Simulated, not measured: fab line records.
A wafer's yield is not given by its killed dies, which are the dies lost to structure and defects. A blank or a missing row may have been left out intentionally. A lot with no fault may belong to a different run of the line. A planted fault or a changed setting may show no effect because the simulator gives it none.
fab line records ; flow sky130
record: lots: 5; wafers: 15; last-day: 50
route steps=708 shown FIELD_ISO@1 PAD_OPEN@708
lots with no fault: from the same line, run without faults
start-h: hours from the record's first day to the start of the lot's first wafer shown ; wait-h: hours since the lot's step before ; " repeats the value in the row above ; L1.1+2: a row that stands for several wafers ; - no value present, or no start provided ; * or withheld: withheld ; < > ~ a bound
route shown NAME@n: names a module that has steps shown in the file, with the first one's number in the route ; usual: mean/standard deviation of fault-free wafers ; same: alike in all rows ; chamber/n: place in a boat ; sites: each site's reading ; _std_site: the standard deviation of these ; _edge_site: inner sites' mean taken away from outer sites' mean ; radius-mm: for every site, how far away it sits from the centre of the wafer ; mask NAME#n: copy n ; behind: the most recent tool/chamber to have shaped the wafer ; hold: the reason the lot was held/the length of the hold in hours/how it ended ; device: the transistor (n, p or np) that didn't switch ; end of line: at the end of the route, the tests of the same wafers ; a step without rows: its recipe alone ; killed: dies lost to structure and defects at the first sort, not the wafer's yield ; map: the dies of a wafer, with x for killed, . for not killed, _ for no die there
set.NAME: the setting the step ran with; set.NAME@STEP: the setting that earlier step ran with ; model.NAME: the simulator's own value behind a step, which no gauge read
lots at some steps of the route; a table a step, a row a wafer
services: the hour from which a tool's chamber was out of use, counted from the record's first day as start-h (under 0 if before that day), plus the number of hours and why
== steps ==
step: SKY_FIELD_ISO_BOW_MEAS_00
recipe: mode: bow
usual: INCOMING_BOW: 0/6.1
lot.wafer;tool;chamber;start-h;wait-h;INCOMING_BOW[um]
L525.1;film-metro-03;-;10.00;-;-5
L525.5;film-metro-03;-;10.00;-;5
L525.6;film-metro-03;-;10.00;-;2
L526.2;film-metro-03;-;15.02;-;-1
L526.4;film-metro-03;-;15.02;-;1
L526.6;film-metro-03;-;15.02;-;-3
L531.2;film-metro-04;-;40.02;-;-6
L531.5;film-metro-04;-;40.02;-;-8
L531.6;film-metro-04;-;40.02;-;-6
L535.1;film-metro-04;-;60.00;-;2
L535.3;film-metro-04;-;60.00;-;-12
L535.4;film-metro-04;-;60.00;-;-2
L547.1;film-metro-04;-;120.00;-;4
L547.3;film-metro-04;-;120.00;-;-13
L547.5;film-metro-04;-;120.00;-;5
step: SKY_FIELD_ISO_OXIDATION_01
recipe: temp-c: 900; ambient: O2; stabilise-s: 600; purge-s: 300; target-thk-a: 120; ox-time-s: 1878
step: SKY_FIELD_ISO_THK_MEAS_02
recipe: reads: SiO2_of_FIELD_ISO_OXIDATION_01
usual: FIELD_ISO_OXIDATION_00_THK: 12.28/0.22
lot.wafer;tool;chamber;start-h;wait-h;FIELD_ISO_OXIDATION_00_THK[nm]
L525.1;film-metro-04;-;11.77;0.0;12.59
L525.5;film-metro-04;-;11.77;0.0;12.62
L525.6;film-metro-04;-;11.77;0.0;12.56
L526.2;film-metro-04;-;18.95;0.0;12.36
L526.4;film-metro-04;-;18.95;0.0;12.24
L526.6;film-metro-04;-;18.95;0.0;12.16
L531.2;film-metro-01;-;41.64;0.0;12.41
L531.5;film-metro-01;-;41.64;0.0;12.50
L531.6;film-metro-01;-;41.64;0.0;12.59
L535.1;film-metro-03;-;62.42;0.0;12.19
L535.3;film-metro-03;-;62.42;0.0;12.26
L535.4;film-metro-03;-;62.42;0.0;12.31
L547.1;film-metro-01;-;121.63;0.0;11.99
L547.3;film-metro-01;-;121.63;0.0;12.14
L547.5;film-metro-01;-;121.63;0.0;12.12
step: SKY_FIELD_ISO_CVD_03
recipe: material: Si3N4; precursor: DCS/NH3; target-thk-nm: 165; temp-c: 770; time-s: 2830; pressure-mtorr: 250
step: SKY_FIELD_ISO_THK_MEAS_04
recipe: reads: Si3N4_of_FIELD_ISO_CVD_03
usual: FIELD_ISO_CVD_03_THK: 165.2/1.5
lot.wafer;tool;chamber;start-h;wait-h;FIELD_ISO_CVD_03_THK[nm]
L525.1;film-metro-04;-;13.61;0.0;166.1
L525.5;film-metro-04;-;13.61;0.0;167.3
L525.6;film-metro-04;-;13.61;0.0;167.7
L526.2;film-metro-03;-;20.79;0.0;163.7
L526.4;film-metro-03;-;20.79;0.0;163.2
L526.6;film-metro-03;-;20.79;0.0;163.3
L531.2;film-metro-04;-;46.44;0.0;166.1
L531.5;film-metro-04;-;46.44;0.0;167.0
L531.6;film-metro-04;-;46.44;0.0;167.3
L535.1;film-metro-03;-;64.26;0.0;166.1
L535.3;film-metro-03;-;64.26;0.0;166.6
L535.4;film-metro-03;-;64.26;0.0;165.4
L547.1;film-metro-03;-;123.48;0.0;164.5
L547.3;film-metro-03;-;123.48;0.0;164.3
L547.5;film-metro-03;-;123.48;0.0;164.5
step: SKY_FIELD_ISO_DEHYDRATE_05
recipe: temp-c: 200; time-s: 60
step: SKY_FIELD_ISO_HMDS_06
recipe: prime-time-s: 60; prime-temp-c: 120
step: SKY_FIELD_ISO_COAT_07
recipe: resist: BARC; temp-c: withheld; time-s: withheld; spin-rpm: 3000; resist-thk-nm: 60
step: SKY_FIELD_ISO_COAT_08
recipe: resist: KrF-thick; spin-rpm: 3000; resist-thk-nm: 450
step: SKY_FIELD_ISO_SOFTBAKE_09
recipe: temp-c: 100; time-s: 90; resist: KrF-thick
step: SKY_FIELD_ISO_EXPOSE_10
recipe: mask-id: FOM; na: 0.68; source-shape: annular; sigma-inner: 0.4; sigma-outer: 0.8; target-cd-nm: 150; dose-mj: 28
usual: focus-offset-nm: 0.0/0.53; reticle-temp-C: 23.01/0.12
lot.wafer;tool;chamber;start-h;wait-h;mask;focus-offset-nm;reticle-temp-C
L525.1;krf-scanner-01;0;20.22;-;FOM#0;-0.6;23.02
L525.5;krf-scanner-01;0;20.22;-;FOM#0;-0.9;23.05
L525.6;krf-scanner-01;0;20.22;-;FOM#0;0.0;23.01
L526.2;krf-scanner-01;0;28.29;-;FOM#0;0.6;22.84
L526.4;krf-scanner-01;0;28.29;-;FOM#0;1.0;22.82
L526.6;krf-scanner-01;0;28.29;-;FOM#0;0.2;23.04
L531.2;krf-scanner-01;0;54.74;-;FOM#0;-0.6;23.02
L531.5;krf-scanner-01;0;54.74;-;FOM#0;-0.9;22.96
L531.6;krf-scanner-01;0;54.74;-;FOM#0;-0.9;22.87
L535.1;krf-scanner-01;0;72.97;-;FOM#0;0.5;23.18
L535.3;krf-scanner-01;0;72.97;-;FOM#0;0.9;23.04
L535.4;krf-scanner-01;0;72.97;-;FOM#0;0.9;23.20
L547.1;krf-scanner-02;0;133.55;-;FOM#0;-0.1;23.04
L547.3;krf-scanner-02;0;133.55;-;FOM#0;0.2;23.12
L547.5;krf-scanner-02;0;133.55;-;FOM#0;0.0;23.15
step: SKY_FIELD_ISO_PEB_11
recipe: peb-temp-c: withheld; peb-time-s: withheld; resist: KrF-thick
step: SKY_FIELD_ISO_DEVELOP_12
recipe: develop-time-s: 60; resist: KrF-thick; dev-temp-c: 21
step: SKY_FIELD_ISO_CD_MEAS_13
recipe: target-cd-nm: 150
usual: cd-nm: 150.2/1.6
lot.wafer;tool;chamber;start-h;wait-h;cd-nm
L525.1;cd-sem-02;-;27.33;-;147.0
L525.5;cd-sem-02;-;27.33;-;149.7
L525.6;cd-sem-02;-;27.33;-;149.3
L526.2;cd-sem-01;-;35.20;-;148.3
L526.4;cd-sem-01;-;35.20;-;146.5
L526.6;cd-sem-01;-;35.20;-;148.6
L531.2;cd-sem-02;-;62.69;-;150.3
L531.5;cd-sem-02;-;62.69;-;149.3
L531.6;cd-sem-02;-;62.69;-;152.6
L535.1;cd-sem-01;-;80.92;-;150.6
L535.3;cd-sem-01;-;80.92;-;151.7
L535.4;cd-sem-01;-;80.92;-;81.4
L547.1;cd-sem-01;-;143.02;-;148.8
L547.3;cd-sem-01;-;143.02;-;149.5
L547.5;cd-sem-01;-;143.02;-;149.8
step: SKY_FIELD_ISO_ETCH_14
recipe: chemistry: N2/H2; target: BARC; ion-energy-ev: 194.6; source-w: 500; bias-w: 100; pressure-mtorr: 30; n2-flow-sccm: 100; h2-flow-sccm: 200; stop-on: SiO2; time-s: 45.9; target-depth-a: 600
usual: drypump-motor-current-A: 5.5/0.61; oes-product-au: 0.855/0.0047; throttle-valve-pct: 13.225/0.0086
lot.wafer;tool;chamber;start-h;wait-h;drypump-motor-current-A;oes-product-au;rf-hours-counter-h;throttle-valve-pct;model.FIELD_ISO.cd-nm
L525.1;rie-diel-01;3;27.45;0.1;6.8;0.854;140;13.226;146.9
L525.5;rie-diel-01;1;27.45;0.1;6.2;0.850;-;13.219;148.6
L525.6;rie-diel-01;0;27.45;0.1;5.4;0.849;-;13.231;149.9
L526.2;rie-diel-02;1;35.30;0.1;6.0;0.862;79;13.220;147.3
L526.4;rie-diel-02;3;35.30;0.1;5.0;0.848;150;13.207;145.8
L526.6;rie-diel-02;1;35.30;0.1;6.0;0.856;-;13.218;148.4
L531.2;rie-diel-02;1;62.79;0.1;6.0;0.854;80;13.216;149.5
L531.5;rie-diel-02;0;62.79;0.1;5.5;0.849;-;13.215;148.3
L531.6;rie-diel-02;3;62.79;0.1;5.0;0.867;-;13.230;151.1
L535.1;rie-diel-02;2;81.04;0.1;6.3;0.857;33;13.227;151.6
L535.3;rie-diel-02;3;81.04;0.1;5.0;0.851;151;13.208;151.1
L535.4;rie-diel-02;0;81.04;0.1;5.5;0.864;7;13.219;81.07
L547.1;rie-diel-01;3;143.14;0.1;6.8;0.859;142;13.223;149.1
L547.3;rie-diel-01;1;143.14;0.1;6.2;0.845;7;13.217;149.2
L547.5;rie-diel-01;0;143.14;0.1;5.4;0.855;-;13.219;151.1
step: SKY_FIELD_ISO_ETCH_15
recipe: chemistry: CHF3/O2; target-depth-nm: 180; stop-on: Si; source-w: 600; bias-w: 200; pressure-mtorr: 40; chf3-flow-sccm: 50; O2_flow_sccm: 5; time-s: 72
usual: drypump-motor-current-A: 5.5/0.61; oes-product-au: 0.947/0.0065; throttle-valve-pct: 8.845/0.0087
lot.wafer;tool;chamber;start-h;wait-h;drypump-motor-current-A;oes-product-au;rf-hours-counter-h;throttle-valve-pct
L525.1;rie-diel-01;3;27.49;0.0;6.8;0.955;140;8.858
L525.5;rie-diel-01;1;27.49;0.0;6.2;0.954;-;8.861
L525.6;rie-diel-01;0;27.49;0.0;5.4;0.949;-;8.840
L526.2;rie-diel-02;1;35.34;0.0;6.0;0.945;79;8.825
L526.4;rie-diel-02;3;35.34;0.0;5.0;0.936;150;8.841
L526.6;rie-diel-02;1;35.34;0.0;6.0;0.941;-;8.846
L531.2;rie-diel-02;1;62.83;0.0;6.0;0.950;80;8.847
L531.5;rie-diel-02;0;62.83;0.0;5.6;0.954;-;8.848
L531.6;rie-diel-02;3;62.83;0.0;5.0;0.957;-;8.859
L535.1;rie-diel-02;2;81.08;0.0;6.3;0.947;33;8.849
L535.3;rie-diel-02;3;81.08;0.0;5.0;0.950;151;8.858
L535.4;rie-diel-02;0;81.08;0.0;5.6;0.945;7;8.845
L547.1;rie-diel-01;3;143.18;0.0;6.8;0.944;142;8.854
L547.3;rie-diel-01;1;143.18;0.0;6.2;0.944;7;8.847
L547.5;rie-diel-01;0;143.18;0.0;5.4;0.939;-;8.845
step: SKY_FIELD_ISO_STRIP_16
recipe: chemistry: O2/N2; power-w: 1400; pressure-mtorr: 1500; platen-temp-c: withheld; o2-flow-sccm: 3000; n2-flow-sccm: 300; overash-fraction: 0.5
usual: drypump-motor-current-A: 6.11/0.21; o2-flow-sccm: 3000/9.1; oes-product-au: 0.379/0.0044; strip-time-to-endpoint-s: 3.56/0.03
lot.wafer;tool;chamber;start-h;wait-h;drypump-motor-current-A;o2-flow-sccm;oes-product-au;rf-hours-counter-h;strip-time-to-endpoint-s
L525.1;plasma-asher-04;1;27.55;0.0;5.86;2982;0.373;33;3.59
L525.5;plasma-asher-04;1;27.55;0.0;5.88;2985;0.377;-;3.56
L525.6;plasma-asher-04;0;27.55;0.0;5.73;2993;0.379;-;3.54
L526.2;plasma-asher-04;1;35.40;0.0;5.87;3000;0.375;34;3.53
L526.4;plasma-asher-04;0;35.40;0.0;5.76;2985;0.376;-;3.58
L526.6;plasma-asher-04;0;35.40;0.0;5.75;2989;0.385;-;3.51
L531.2;plasma-asher-01;1;62.89;0.0;6.37;3006;0.378;37;3.51
L531.5;plasma-asher-01;0;62.89;0.0;6.05;3006;0.377;-;3.54
L531.6;plasma-asher-01;1;62.89;0.0;6.38;3015;0.380;-;3.60
L535.1;plasma-asher-03;0;81.14;0.0;6.20;2996;0.385;28;3.59
L535.3;plasma-asher-03;1;81.14;0.0;6.28;2995;0.379;-;3.57
L535.4;plasma-asher-03;0;81.14;0.0;6.16;3009;0.381;-;3.54
L547.1;plasma-asher-01;1;143.24;0.0;6.33;2995;0.376;2;3.59
L547.3;plasma-asher-01;1;143.24;0.0;6.36;3010;0.374;-;3.59
L547.5;plasma-asher-01;1;143.24;0.0;6.37;3016;0.377;-;3.54
step: SKY_FIELD_ISO_ETCH_17
recipe: target-depth-a: 3420; mask-material: Si3N4; chemistry: HBr/Cl2/O2; target: Si; taper-deg: 5; icp-w: 600; bias-w: 150; pressure-mtorr: 15; HBr_flow_sccm: 150; Cl2_flow_sccm: 40; O2_flow_sccm: 6; time-s: 97.7
usual: drypump-motor-current-A: 6.10/0.22; oes-product-au: 1.006/0.0089; throttle-valve-pct: 25.652/0.011
lot.wafer;tool;chamber;start-h;wait-h;drypump-motor-current-A;oes-product-au;rf-hours-counter-h;throttle-valve-pct;model.FIELD_ISO.cd-nm
L525.1;rie-si-02;1;27.65;0.1;5.97;1.015;5;25.642;145
L525.5;rie-si-02;0;27.65;0.1;6.04;1.021;-;25.656;150.6
L525.6;rie-si-02;3;27.65;0.1;5.91;1.012;-;25.657;150.5
L526.2;rie-si-02;0;35.50;0.1;6.05;1.002;64;25.664;146.9
L526.4;rie-si-02;2;35.50;0.1;5.95;0.992;1;25.646;146.2
L526.6;rie-si-02;0;35.50;0.1;6.04;1.007;-;25.666;148.3
L531.2;rie-si-01;3;62.99;0.1;6.38;0.999;91;25.655;149.1
L531.5;rie-si-01;3;62.99;0.1;6.37;1.008;-;25.635;149.7
L531.6;rie-si-01;2;62.99;0.1;6.18;0.998;-;25.649;152.2
L535.1;rie-si-01;0;81.24;0.1;5.93;1.002;49;25.670;150.3
L535.3;rie-si-01;1;81.24;0.1;6.65;0.993;18;25.677;151.4
L535.4;rie-si-01;2;81.24;0.1;6.14;1.002;1;25.648;82.35
L547.1;rie-si-02;3;143.34;0.1;5.94;1.000;13;25.650;147.1
L547.3;rie-si-02;0;143.34;0.1;6.07;1.008;65;25.656;150.5
L547.5;rie-si-02;3;143.34;0.1;5.96;0.996;-;25.651;151.4
step: SKY_FIELD_ISO_WET_ETCH_18
recipe: chemistry: H3PO4; target-depth-nm: 25; temp-c: 160; target: Si3N4; time-s: 286
step: SKY_PAD_OPEN_PROBE_99
usual: killed_at_M0_to_M3: 44/7.1; killed_at_M4_up: 3.3/1.8; killed-at-contacts: 23/5.5; killed-at-front-end: 15/4.5; killed-at-other: 0.2/0.48; killed-dies: 85/8.4; killed-on-rim: 17/3.5; killed-open: 46/6.6; killed-short: 39/6.1
same: gross-dies: 492; killed-at-back-side: 0
lot.wafer;tool;chamber;start-h;wait-h;killed_at_M0_to_M3;killed_at_M4_up;killed-at-contacts;killed-at-front-end;killed-at-other;killed-dies;killed-on-rim;killed-open;killed-short
L525.1;prober-01;-;1072.44;0.1;41;3;22;13;1;80;13;43;37
L525.5;prober-01;-;1072.64;0.2;50;6;23;18;0;97;22;64;33
L525.6;prober-01;-;1072.69;0.2;50;4;23;14;0;91;19;45;46
L531.2;prober-02;-;1112.58;0.1;35;5;30;13;0;83;17;50;33
L531.5;prober-02;-;1112.73;0.2;42;5;29;10;0;86;19;50;36
L531.6;prober-02;-;1112.78;0.2;40;5;18;15;0;78;11;48;30
L535.1;prober-01;-;1134.54;0.1;39;2;18;25;1;85;15;36;49
L535.3;prober-01;-;1134.64;0.2;46;4;24;11;0;85;16;51;34
L535.4;prober-01;-;1134.69;0.2;46;3;21;422;0;492;96;48;36
L547.1;prober-02;-;1191.62;0.1;38;3;13;16;0;70;13;37;31
L547.3;prober-02;-;1191.72;0.2;39;1;16;12;0;68;20;40;28
L547.5;prober-02;-;1191.82;0.2;35;4;26;19;0;84;16;44;38
killed by level:class
L525.1 CONTACT:geometric-particle:open=9 VIA3:geometric-particle:open=8 VIA1:geometric-particle:open=6 LI_CONTACT:geometric-particle:short=5 VIA2:geometric-particle:open=5 METAL3:geometric-particle:short=5 FIELD_ISO:geometric-particle:open=4 POLY_GATE:geometric-particle:open=4
L525.5 VIA1:geometric-particle:open=21 LI_CONTACT:geometric-particle:open=10 POLY_GATE:geometric-particle:open=9 CONTACT:geometric-particle:open=8 VIA2:geometric-particle:open=6 METAL4:geometric-particle:short=5 VIA1:geometric-particle:short=5 METAL2:geometric-particle:short=5
L525.6 VIA1:geometric-particle:open=14 METAL1:geometric-particle:short=9 POLY_GATE:geometric-particle:open=6 LI_CONTACT:geometric-particle:open=6 CONTACT:geometric-particle:open=5 VIA3:geometric-particle:open=5 VIA2:geometric-particle:open=4 LOCAL_INTERCONNECT:geometric-particle:short=4
L531.2 VIA1:geometric-particle:open=12 CONTACT:geometric-particle:open=12 LI_CONTACT:geometric-particle:open=6 LOCAL_INTERCONNECT:geometric-particle:short=6 VIA2:geometric-particle:open=5 METAL2:geometric-particle:short=5 FIELD_ISO:geometric-particle:open=4 VIA1:geometric-particle:short=4
L531.5 LI_CONTACT:geometric-particle:open=10 VIA1:geometric-particle:open=9 LOCAL_INTERCONNECT:geometric-particle:short=8 CONTACT:geometric-particle:open=7 VIA2:geometric-particle:open=6 METAL1:geometric-particle:short=4 VIA1:geometric-particle:short=4 VIA3:geometric-particle:open=4
L531.6 CONTACT:geometric-particle:open=8 VIA1:geometric-particle:open=8 VIA3:geometric-particle:open=7 FIELD_ISO:geometric-particle:open=6 VIA1:geometric-particle:short=6 VIA2:geometric-particle:open=5 LOCAL_INTERCONNECT:geometric-particle:short=4 FIELD_ISO:geometric-particle:short=3
L535.1 METAL1:geometric-particle:short=8 FIELD_ISO:geometric-particle:open=7 FIELD_ISO:geometric-particle:short=7 VIA3:geometric-particle:open=7 LI_CONTACT:geometric-particle:open=6 LOCAL_INTERCONNECT:geometric-particle:short=6 POLY_GATE:geometric-particle:open=5 POLY_GATE:geometric-particle:short=5
L535.3 VIA1:geometric-particle:open=11 LI_CONTACT:geometric-particle:open=9 VIA3:geometric-particle:open=8 METAL1:geometric-particle:short=7 CONTACT:geometric-particle:short=6 VIA2:geometric-particle:open=6 POLY_GATE:geometric-particle:open=5 CONTACT:geometric-particle:open=5
L535.4 FIELD_ISO:area-expose=408 CONTACT:geometric-particle:open=8 VIA1:geometric-particle:open=8 VIA2:geometric-particle:open=8 METAL1:geometric-particle:short=5 VIA3:geometric-particle:open=5 POLY_GATE:geometric-particle:open=4 LI_CONTACT:geometric-particle:open=4
L547.1 VIA1:geometric-particle:open=14 POLY_GATE:geometric-particle:open=5 CONTACT:geometric-particle:open=5 METAL2:geometric-particle:short=5 POLY_GATE:geometric-particle:short=4 METAL3:geometric-particle:short=4 VIA3:geometric-particle:open=4 LI_CONTACT:geometric-particle:open=3
L547.3 VIA1:geometric-particle:open=11 FIELD_ISO:geometric-particle:open=6 VIA1:geometric-particle:short=6 VIA3:geometric-particle:open=6 LI_CONTACT:geometric-particle:open=5 FIELD_ISO:geometric-particle:short=4 CONTACT:geometric-particle:open=4 METAL2:geometric-particle:short=4
L547.5 LI_CONTACT:geometric-particle:open=9 CONTACT:geometric-particle:open=8 VIA3:geometric-particle:open=7 FIELD_ISO:geometric-particle:short=4 POLY_GATE:geometric-particle:open=4 LOCAL_INTERCONNECT:geometric-particle:short=4 METAL1:geometric-particle:short=4 VIA3:geometric-particle:short=4
map L535.4 (x killed, . not)
__________xxxxxxxxxx_________
________xxxxxxxxxxxxxx_______
______xxxxxxxxxxxxxxxxxx_____
_____xxxxxxxxxxxxxxxxxxxx____
____xxxxxxxxxxxxxxxxxxxxxx___
___xxxxxxxxxxxxxxxxxxxxxxxx__
__xxxxxxxxxxxxxxxxxxxxxxxxxx_
_xxxxxxxxxxxxxxxxxxxxxxxxxxxx
_xxxxxxxxxxxxxxxxxxxxxxxxxxxx
_xxxxxxxxxxxxxxxxxxxxxxxxxxxx
_xxxxxxxxxxxxxxxxxxxxxxxxxxxx
_xxxxxxxxxxxxxxxxxxxxxxxxxxxx
_xxxxxxxxxxxxxxxxxxxxxxxxxxxx
_xxxxxxxxxxxxxxxxxxxxxxxxxxxx
_xxxxxxxxxxxxxxxxxxxxxxxxxxxx
__xxxxxxxxxxxxxxxxxxxxxxxxxx_
___xxxxxxxxxxxxxxxxxxxxxxxx__
____xxxxxxxxxxxxxxxxxxxxxx___
_____xxxxxxxxxxxxxxxxxxxx____
______xxxxxxxxxxxxxxxxxx_____
________xxxxxxxxxxxxxx_______
__________xxxxxxxxxx_________
map L525.5 (x killed, . not)
__________.x.....x.._________
________...xx...xx...._______
______..x....xxx..x....._____
_____.x..x........x...xxx____
____..........x....x......___
___......................x.__
__...x......x..xxx.....x...._
_..x.xx...........x..x.x...x.
_..............x..........x..
_..........x........x.....x..
_.x.........x.x.......x.....x
_.......x..x....x.x...x.....x
_.........x....xx...xxx....xx
_.........x.....x........x...
_...............x..........x.
__.xxx.........x..x....x.x.._
___x.x.x..x.......xxx.x....__
____..x......xx.....xx....___
_____..........xx....x...____
______.x...x......x...x._____
________.xxx...x...x.._______
__________xx...x...._________
== services ==
tool;chamber;start-h;hours;kind
krf-scanner-02;-;0.75;1.3;pm
plasma-asher-04;-;3.92;2.8;pm
plasma-asher-01;-;21.38;1.4;repair
krf-scanner-01;-;25.55;0.8;pm
krf-scanner-02;-;26.48;1.0;pm
rie-diel-02;2;38.83;11.1;repair
rie-si-02;3;40.00;1.3;repair
krf-scanner-01;-;41.52;1.3;pm
rie-si-02;-;42.41;2.8;pm
plasma-asher-03;-;49.79;0.7;repair
plasma-asher-04;-;60.55;13.4;repair
krf-scanner-02;-;67.86;0.8;pm
plasma-asher-03;-;105.21;3.5;repair
plasma-asher-01;-;108.78;9.0;pm
plasma-asher-01;0;108.78;11.6;vent-cycle
krf-scanner-01;0;110.49;-;calibration
plasma-asher-01;-;114.84;5.5;repair
rie-si-01;3;116.99;2.0;repair
rie-diel-02;2;118.84;8.6;repair
rie-si-01;-;119.22;0.5;repair
krf-scanner-02;-;125.30;7.2;pm
krf-scanner-01;-;132.57;1.0;pm
plasma-asher-03;-;134.10;2.8;pm
krf-scanner-02;-;137.99;0.2;repair
== key ==
first-sign: step: SKY_FIELD_ISO_CD_MEAS_13; reading: cd-nm; direction: down; sigmas: 43; usual: 150.2; struck: 81.4
effect: step: SKY_PAD_OPEN_PROBE_99; reading: killed-at-front-end; direction: up; sigmas: 91; usual: 15; struck: 422
model-effect: step: SKY_FIELD_ISO_ETCH_14; value: FIELD_ISO.cd-nm; without: 152.2; struck: 81.07
model-effect: step: SKY_FIELD_ISO_ETCH_17; value: FIELD_ISO.cd-nm; without: 153.5; struck: 82.35
more-kills-born-at: SKY_FIELD_ISO_EXPOSE_10@krf-scanner-01: 408
met-at SKY_FIELD_ISO_EXPOSE_10
struck-wafers L535.4
later-rows-left-out L535.4
tester-left-out L535
onset-between 54.74 72.97
fault: kind: process-parameter-drift; tool: krf-scanner-01; chamber: -; onset-h: 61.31; steps: SKY_FIELD_ISO_EXPOSE_10; channel: focus-nm; offset: 431.22; shape: step; end-h: 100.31; scope: struck-wafers-only
tester-left-out: of these lots the tester's yield and bins aren't shown, on N5 and GAA mostly nor the transistor test; their killed dies are dies lost to structure and defects alone, not to doping, threshold or leakage, so they don't give the yield
later-rows-left-out: the simulator's readings of these wafers behind a module that went badly wrong aren't trusted and aren't shown, but for the sort
